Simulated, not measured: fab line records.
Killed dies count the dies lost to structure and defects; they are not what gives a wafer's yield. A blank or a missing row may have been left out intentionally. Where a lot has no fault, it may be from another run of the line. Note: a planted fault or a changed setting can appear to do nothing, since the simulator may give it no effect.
Comparing a struck lot with a sound one ; flow sky130 ; 20 out of 708 route steps
Sound: these wafers, L907.2, L907.5, L907.6. Struck: wafers L925.1, L925.4, L925.5. At the end, the cause is stated.
At each step with rows: each side's tool, then ch and its chambers, then its first start. Under that, the readings that differ: sound wafers ; struck wafers ; difference of the means ; sigmas: that difference in standard deviations of wafers without a fault.
alike: a reading whose means differ by less than 2 such deviations, as well as words and numbers matching on both sides. not compared: withheld readings; readings where some wafer has no value; bounds like >300 that might hide an equal value; numbers whose values overlap and for which the record gives no deviation.
A row with sigmas, a row that says differs or no value, or rows on one side alone: a step with any of these is where the two part. When numbers do not overlap yet have no deviation, they are printed without sigmas and do not part them. A reading missing from all wafers of one side parts the sides only when that side holds two or more wafers.

SKY_FIELD_ISO_BOW_MEAS_00:
  sound on film_metro-01 at day 1 15:01; struck on film_metro-01 at day 5 09:00
  alike: INCOMING_BOW
then, 1 step without rows for these wafers: SKY_FIELD_ISO_OXIDATION_01 (stabilise 600 s, purge 300 s, target thk 12 nm).
SKY_FIELD_ISO_THK_MEAS_02:
  sound on film_metro-02 at day 1 16:40; struck on film_metro-02 at day 5 10:38
  alike: FIELD_ISO_OXIDATION_00_THK
then, 1 step without rows for these wafers: SKY_FIELD_ISO_CVD_03 (deposits Si3N4 from DCS/NH3, target thk 165 nm, time 2830 s).
SKY_FIELD_ISO_THK_MEAS_04:
  sound on film_metro-02 at day 1 19:22; struck on film_metro-02 at day 5 13:05
  alike: FIELD_ISO_CVD_03_THK
then, 5 steps without rows for these wafers: SKY_FIELD_ISO_DEHYDRATE_05 (time 60 s); SKY_FIELD_ISO_HMDS_06 (prime time 60 s); SKY_FIELD_ISO_COAT_07 (resist thk 60 nm); SKY_FIELD_ISO_COAT_08 (resist thk 450 nm); SKY_FIELD_ISO_SOFTBAKE_09 (time 90 s).
SKY_FIELD_ISO_EXPOSE_10: exposes mask FOM, target cd 150 nm.
  sound on krf_scanner-02 ch 0, day 2 03:15; struck on krf_scanner-01 ch 0, day 5 23:00
reading;sound;struck;difference;sigmas
exposure_dose_mJ_cm2;27.985 27.968 27.951;32.678 32.674 32.649;+4.699;+99 or more
  alike: mask
then, 2 steps without rows for these wafers: SKY_FIELD_ISO_PEB_11; SKY_FIELD_ISO_DEVELOP_12 (develop time 60 s).
SKY_FIELD_ISO_CD_MEAS_13: the cd target is 150 nm.
  sound on cd_sem-02 at day 2 10:17; struck on cd_sem-02 at day 6 07:44
reading;sound;struck;difference;sigmas
cd_nm (nm);150.0 150.8 149.1;120.2 121.2 119.8;-29.6;-23
SKY_FIELD_ISO_ETCH_14: etches BARC in N2/H2, stops on SiO2, time 45.9 s, target depth 60 nm.
  sound on rie_diel-01 ch 0,3, day 2 10:23; struck on rie_diel-04 ch 0,3, day 6 07:51
reading;sound;struck;difference;sigmas
model.FIELD_ISO.cd_nm (nm);148.4 149.4 147.6;119.1 120.7 120;-28.5;
  alike: chamber_pressure_mTorr, drypump_motor_current_A, oes_product_au, throttle_valve_pct
  not compared: rf_hours_counter_h
SKY_FIELD_ISO_ETCH_15: etches the open film in CHF3/O2, stops on Si, target depth 180 nm, time 72 s.
  sound on rie_diel-01 ch 0,3, day 2 10:26; struck on rie_diel-04 ch 0,3, day 6 07:53
  alike: chamber_pressure_mTorr, drypump_motor_current_A, oes_product_au, throttle_valve_pct
  not compared: rf_hours_counter_h
SKY_FIELD_ISO_STRIP_16: strips in O2/N2.
  sound on plasma_asher-02 ch 0,1, day 2 10:29; struck on plasma_asher-02 ch 1, day 6 07:56
  alike: chamber_pressure_mTorr, drypump_motor_current_A, oes_product_au, strip_time_to_endpoint_s
  not compared: rf_hours_counter_h
SKY_FIELD_ISO_ETCH_17: etches Si in HBr/Cl2/O2, target depth 342 nm, time 97.7 s.
  sound on rie_si-01 ch 0,3, day 2 10:35; struck on rie_si-02 ch 0,3, day 6 08:02
reading;sound;struck;difference;sigmas
model.FIELD_ISO.cd_nm (nm);148.9 148.6 148.2;118.2 119.6 120.3;-29.2;
  alike: chamber_pressure_mTorr, drypump_motor_current_A, oes_product_au, throttle_valve_pct
  not compared: rf_hours_counter_h
then, 1 step without rows for these wafers: SKY_FIELD_ISO_WET_ETCH_18 (etches Si3N4 in H3PO4, target depth 25 nm, time 286 s).
-- record jumps: 44 days separate the struck wafers' starts on either side; left off in module FIELD_ISO, taken up again in module PAD_OPEN, whose first shown step is the route's number 708 --
SKY_PAD_OPEN_PROBE_99:
  only the struck wafers here have rows in the record (prober-02, day 50 03:35); the sound ones have none

WHERE THEY PART
Earliest at SKY_FIELD_ISO_EXPOSE_10; latest, in this record, at SKY_PAD_OPEN_PROBE_99.

WHY: the cause the simulator had injected
Drift in process parameters on krf_scanner-01 at SKY_FIELD_ISO_EXPOSE_10, starting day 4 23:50. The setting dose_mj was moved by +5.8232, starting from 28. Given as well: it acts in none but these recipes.
